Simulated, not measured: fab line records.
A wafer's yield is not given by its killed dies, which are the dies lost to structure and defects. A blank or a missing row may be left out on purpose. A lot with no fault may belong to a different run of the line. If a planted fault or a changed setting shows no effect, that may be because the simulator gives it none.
Which tool was responsible? ; flow sky130 ; 11 lots, 33 wafers sampled, at 5 steps of a route of 708

## WHAT EACH GAUGE READ, for each wafer
SKY_VIA4_THK_MEAS_01.
lot;measured;on;VIA4_HDPCVD_THK (nm)
L839;day 42 00:58;filmMetro-04;1707 1738 1713
L841;day 42 07:23;filmMetro-04;1740 1711 1708
L844;day 43 07:35;filmMetro-03;1704 1744 1720
L845;day 43 11:48;filmMetro-04;1754 1755 1721
L846;day 44 01:17;filmMetro-01;1718 1727 1738
L848;day 44 18:07;filmMetro-04;1748 1753 1734
L849;day 44 18:10;filmMetro-01;1728 1745 1720
L850;day 44 20:18;filmMetro-04;1741 1782 1751
L851;day 44 21:02;filmMetro-04;1728 1741 1721
L854;day 46 00:05;filmMetro-04;1753 2098 1775
L861;day 47 11:08;filmMetro-04;1754 1756 1739

## WHICH TOOL RAN EACH LOT (tool, then ch and the chambers of the sampled wafers, then the start)
lot;SKY_METAL1_STRIP_20;SKY_VIA1_CMP_02;SKY_VIA1_ETCH_14;SKY_VIA4_HDPCVD_00
L839;plasmaAsher-03 ch 0,1, day 32 23:07;cmp-01 ch 1,2,3, day 33 00:02;rieDiel-03 ch 0,1,2, day 34 04:31;hdpcvd-01 ch 1,2, day 42 00:47
L841;plasmaAsher-02 ch 0,1, day 33 07:24;cmp-02 ch 0,3, day 33 08:14;rieDiel-03 ch 1,2,3, day 34 11:07;hdpcvd-02 ch 0,1,2, day 42 07:16
L844;plasmaAsher-03 ch 0,1, day 34 11:50;cmp-02 ch 1,2,3, day 34 12:51;rieDiel-01 ch 1,2,3, day 35 15:13;hdpcvd-01 ch 1,2, day 43 07:25
L845;plasmaAsher-04 ch 0,1, day 34 15:45;cmp-02 ch 0,1,3, day 34 16:35;rieDiel-04 ch 1,3, day 35 19:52;hdpcvd-02 ch 0,1, day 43 11:36
L846;plasmaAsher-02 ch 0, day 35 08:06;cmp-02 ch 0,2, day 35 08:52;rieDiel-01 ch 0,2, day 36 11:43;hdpcvd-02 ch 0,1,2, day 44 01:06
L848;plasmaAsher-03 ch 0,1, day 36 01:09;cmp-02 ch 2,3, day 36 01:58;rieDiel-01 ch 0,2,3, day 37 04:43;hdpcvd-02 ch 0,2, day 44 17:56
L849;plasmaAsher-02 ch 0,1, day 36 01:30;cmp-02 ch 0,1,2, day 36 02:16;rieDiel-01 ch 0,2,3, day 37 05:25;hdpcvd-01 ch 0,1,2, day 44 17:59
L850;plasmaAsher-04 ch 1, day 36 04:22;cmp-01 ch 0,1,2, day 36 06:57;rieDiel-03 ch 1,3, day 37 09:53;hdpcvd-01 ch 1,2, day 44 20:07
L851;plasmaAsher-03 ch 0,1, day 36 09:43;cmp-02 ch 0,1, day 36 10:29;rieDiel-03 ch 2,3, day 37 12:19;hdpcvd-02 ch 0,1, day 44 20:51
L854;plasmaAsher-03 ch 1, day 37 14:09;cmp-01 ch 1,3, day 37 14:55;rieDiel-03 ch 0,2, day 38 18:04;hdpcvd-02 ch 0,1,2, day 45 23:54
L861;plasmaAsher-03 ch 1, day 39 08:48;cmp-02 ch 1,3, day 39 09:34;rieDiel-03 ch 0,1, day 40 09:56;hdpcvd-01 ch 0,1,2, day 47 10:58
- SKY_METAL1_STRIP_20: strips in O2/N2.
- SKY_VIA1_CMP_02: polishes SiO2.
- SKY_VIA1_ETCH_14: etches BARC in N2/H2, stops on SiO2, time 45.9 s, target depth 60 nm.
- SKY_VIA4_HDPCVD_00: deposits SiO2, target thk 1750 nm, time 291.7 s.

## WHAT THE TOOLS THEMSELVES READ (means of the sampled wafers that have a number; where no wafer has one, the mark that the record gives instead)
SKY_METAL1_STRIP_20.
lot;tool;drypumpMotorCurrentA (A);oesProductAu (a.u.);stripTimeToEndpointS (s)
L839;plasmaAsher-03;6.2;0.341;2.71
L841;plasmaAsher-02;5.2;0.344;2.74
L844;plasmaAsher-03;6.1;0.338;2.66
L845;plasmaAsher-04;6.5;0.342;2.71
L846;plasmaAsher-02;5.0;0.342;2.68
L848;plasmaAsher-03;6.1;0.342;2.76
L849;plasmaAsher-02;5.2;0.345;2.74
L850;plasmaAsher-04;6.6;0.346;2.76
L851;plasmaAsher-03;6.1;0.342;2.70
L854;plasmaAsher-03;6.2;0.343;2.74
L861;plasmaAsher-03;6.2;0.340;2.67

SKY_VIA1_CMP_02.
lot;tool;motorCurrentA (A)
L839;cmp-01;11.2
L841;cmp-02;12.9
L844;cmp-02;12.1
L845;cmp-02;12.8
L846;cmp-02;11.6
L848;cmp-02;12.3
L849;cmp-02;11.8
L850;cmp-01;11.2
L851;cmp-02;12.4
L854;cmp-01;11.1
L861;cmp-02;12.8

SKY_VIA1_ETCH_14.
lot;tool;drypumpMotorCurrentA (A);oesProductAu (a.u.);throttleValvePct (%)
L839;rieDiel-03;6.1;0.854;13.218
L841;rieDiel-03;6.0;0.857;13.236
L844;rieDiel-01;5.4;0.857;13.228
L845;rieDiel-04;6.2;0.847;13.230
L846;rieDiel-01;5.8;0.849;13.230
L848;rieDiel-01;5.6;0.857;13.222
L849;rieDiel-01;5.6;0.853;13.213
L850;rieDiel-03;5.8;0.851;13.232
L851;rieDiel-03;6.1;0.848;13.227
L854;rieDiel-03;6.3;0.853;13.228
L861;rieDiel-03;5.8;0.851;13.222

SKY_VIA4_HDPCVD_00.
lot;tool;sih4FlowSccm (sccm)
L839;hdpcvd-01;59.87
L841;hdpcvd-02;60.10
L844;hdpcvd-01;60.16
L845;hdpcvd-02;59.84
L846;hdpcvd-02;59.97
L848;hdpcvd-02;60.02
L849;hdpcvd-01;60.05
L850;hdpcvd-01;59.99
L851;hdpcvd-02;60.11
L854;hdpcvd-02;63.94
L861;hdpcvd-01;59.96

## THE ANSWER, worked out from the rows above alone
Rule: the lots themselves supply what counts as usual. Put in order of their means at a reading, lots are off if they are a third of the lots or fewer, leave a main group of 4 or more, and stand apart from it by a gap of 3 or more times the standard deviation of the main group's means; of several such gaps the widest counts. The tables above print the reading to a certain number of digits; a main group whose means all agree to those digits is not used. Also off: a lot with no number at a reading for which 4 or more lots have one. The other lots that the step has rows for count as sound. First the gauges in route order, then the tools' own readings, where a lot's mean is used as printed above. The first step at which some lot is off is used, and at that step the reading that is off furthest; a lot without a number counts as furthest.
Off: L854, at SKY_VIA4_THK_MEAS_01 (VIA4_HDPCVD_THK). The main group: mean 1735 nm, standard deviation 13.
If a tool, at a process step before that reading, ran all the lots that are off and no sound lot after the first of them, it fits. Not tried: the gauges at SKY_VIA4_THK_MEAS_01; whatever is off there is also off at SKY_VIA4_HDPCVD_00, on other tools, and gauge error can't account for it. This does not decide it: 2 tools fit, namely cmp-01 at SKY_VIA1_CMP_02 and hdpcvd-02 at SKY_VIA4_HDPCVD_00.

## WHAT THE SIMULATOR HAD PUT IN
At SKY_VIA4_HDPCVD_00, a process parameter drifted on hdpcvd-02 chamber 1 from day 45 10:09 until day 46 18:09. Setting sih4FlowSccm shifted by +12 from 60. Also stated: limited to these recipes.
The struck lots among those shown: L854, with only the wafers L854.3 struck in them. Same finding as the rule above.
